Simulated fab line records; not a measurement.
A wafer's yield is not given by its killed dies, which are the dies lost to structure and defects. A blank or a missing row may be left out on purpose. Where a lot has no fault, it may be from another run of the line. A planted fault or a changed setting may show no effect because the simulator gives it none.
One fault through the eyes of 2 desks	flow sfq line	what lay behind the numbers comes last; until then each desk has only its own

== AT THE METROLOGY DESK ==
What the gauges read, lot by lot, whatever tool the lot ran on: means of the sampled wafers that have a number. If a lot's mean is further than 4 standard deviations from the usual mean, the lot is out of limits and carries the mark OUT (the distance appears in the brackets).
Columns: A = M0_NB_RS at SFQ_M0_RS_MEAS_904, usual 0.888 ohm/sq
lot	first seen here	A
L545	day 7 09:15	0.902
L546	day 7 17:37	0.886
L547	day 8 02:00	0.893
L548	day 8 09:58	0.876
L549	day 8 17:12	0.888
L555	day 10 05:37	0.887
L557	day 10 16:25	0.885
L558	day 11 00:48	0.720 (-14) OUT
L559	day 11 05:11	0.727 (-13) OUT
L560	day 11 10:31	0.892
L561	day 11 15:55	0.896
L562	day 11 18:57	0.899
L566	day 12 21:57	0.890
L568	day 13 12:56	0.901
This desk's finding: out of limits on L558, L559; first on L558, day 11 00:48 (M0_NB_RS at SFQ_M0_RS_MEAS_904). In limits: L545, L546, L547, L548, L549, L555, L557, L560, L561, L562, L566, L568.

== DESK OF THE TOOL OWNER: pvd sputter-04 ==
The tool's own readings at SFQ_TRILAYER_M0_DEP_SPUTTER_019 (material Nb, target thk 200 nm, time 133.3 s): means of the sampled wafers that have a number, for each lot that ran on this tool. If a lot's mean is further than 4 standard deviations from the usual mean, the lot is out of limits and carries the mark OUT (the distance appears in the brackets).
Columns: A = cathode dc power W at SFQ_TRILAYER_M0_DEP_SPUTTER_019, usual 2000.0 W; B = throttle valve pct at SFQ_TRILAYER_M0_DEP_SPUTTER_019, usual 30.2 %
lot	first seen here	A	B
L548	day 8 09:50	1999.6	30.9
L557	day 10 16:17	2000.1	29.2
L558	day 11 00:41	2468.0 (+99 or more) OUT	30.7
L559	day 11 05:02	2468.2 (+99 or more) OUT	30.8
This desk's verdict: out of limits on L558, L559, starting with L558 at day 11 00:41 (cathode dc power W at SFQ_TRILAYER_M0_DEP_SPUTTER_019). In limits: L548, L557.

== ALL TOGETHER ==
On L558, L559, at day 11 00:41, an alarm was possible from the tool owner's desk.
At day 11 00:48 the metrology desk could have sounded an alarm, on L558, L559.
Every lot named ran SFQ_TRILAYER_M0_DEP_SPUTTER_019 on pvd sputter-04.

== WHAT THE SIMULATOR HAD PUT IN ==
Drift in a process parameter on pvd sputter-04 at SFQ_TRILAYER_M0_DEP_SPUTTER_019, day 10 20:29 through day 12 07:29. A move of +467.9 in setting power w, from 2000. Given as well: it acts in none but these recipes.
Shown lots that were struck: L558, L559.
Hours from the fault's start to each desk's first reading out of limits: the tool owner's desk, 4; the metrology desk, 4.
